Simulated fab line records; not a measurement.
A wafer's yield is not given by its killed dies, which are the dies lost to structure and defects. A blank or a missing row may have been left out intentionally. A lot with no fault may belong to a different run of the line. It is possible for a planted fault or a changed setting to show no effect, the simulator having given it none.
Which tool was responsible? ; flow gf180mcu ; 11 lots with 33 wafers sampled at 3 steps, on a route of 602 steps

== WHAT EACH GAUGE READ, for each wafer ==
GF_V4_OVL_MEAS_15.
lot;measured;on;V4_OVL (nm)
L177;day 24 13:05;overlay-02;4 -5 -2
L179;day 25 11:28;overlay-01;10 9 1
L180;day 25 16:36;overlay-01;-2 -1 1
L181;day 26 07:30;overlay-01;2 8 4
L184;day 26 20:57;overlay-02;-3 -2 -2
L185;day 27 07:59;overlay-02;9 7 7
L190;day 28 16:02;overlay-02;-6 0 -3
L192;day 29 02:38;overlay-02;31 35 29 27 33 27
L193;day 29 12:23;overlay-02;40 48 37 37 43 35
L198;day 30 21:18;overlay-01;9 10 7
L199;day 31 01:43;overlay-02;-6 -7 -5

== WHAT TOOL EACH LOT RAN ON (gives the tool, then ch and the chambers of the sampled wafers, and finally the start) ==
lot;GF_M4_STRIP_17;GF_V4_EXPOSE_11
L177;plasmaAsher-01 ch 0,1, day 23 13:38;krfScanner-01 ch 0, day 24 01:35
L179;plasmaAsher-02 ch 0,1, day 24 12:29;krfScanner-02 ch 0, day 25 00:10
L180;plasmaAsher-01 ch 0, day 24 18:07;krfScanner-02 ch 0, day 25 05:58
L181;plasmaAsher-02 ch 0,1, day 25 08:43;krfScanner-02 ch 0, day 25 20:21
L184;plasmaAsher-04 ch 0,1, day 25 22:43;krfScanner-02 ch 0, day 26 11:03
L185;plasmaAsher-02 ch 0,1, day 26 10:14;krfScanner-01 ch 0, day 26 21:39
L190;plasmaAsher-04 ch 0,1, day 27 18:31;krfScanner-01 ch 0, day 28 06:24
L192;plasmaAsher-01 ch 0,1, day 28 06:29;krfScanner-02 ch 0, day 28 16:59
L193;plasmaAsher-01 ch 0,1, day 28 16:45;krfScanner-02 ch 0, day 29 03:29
L198;plasmaAsher-02 ch 0,1, day 30 01:28;krfScanner-01 ch 0, day 30 11:45
L199;plasmaAsher-02 ch 0,1, day 30 06:35;krfScanner-01 ch 0, day 30 16:56
- GF_M4_STRIP_17: strips in O2/N2.
- GF_V4_EXPOSE_11: exposes mask Via4, target cd 260 nm.

== THE ANSWER, worked out from the rows above alone ==
Rule: what is usual is taken from the lots themselves. Put in order of their means at a reading, lots are off if they are a third of the lots or fewer, leave a main group of 4 or more, and stand apart from it by a gap of 3 or more times the standard deviation of the main group's means; of several such gaps the widest counts. If all means in a main group match to the digits the tables above print for the reading, that group is not used. Also off: a lot with no number at a reading for which 4 or more lots have one. All remaining lots with rows at the step are treated as sound.
Off: at GF_V4_OVL_MEAS_15 (V4_OVL), L192, L193. For the main group the mean is 2 nm and the standard deviation 5.
If a tool, at a process step before that reading, ran all the lots that are off and no sound lot after the first of them, it fits. The gauges at GF_V4_OVL_MEAS_15 are tried like those tools. This does not decide it: 2 tools fit, namely plasmaAsher-01 at GF_M4_STRIP_17 and krfScanner-02 at GF_V4_EXPOSE_11.

== WHAT THE SIMULATOR HAD PUT IN ==
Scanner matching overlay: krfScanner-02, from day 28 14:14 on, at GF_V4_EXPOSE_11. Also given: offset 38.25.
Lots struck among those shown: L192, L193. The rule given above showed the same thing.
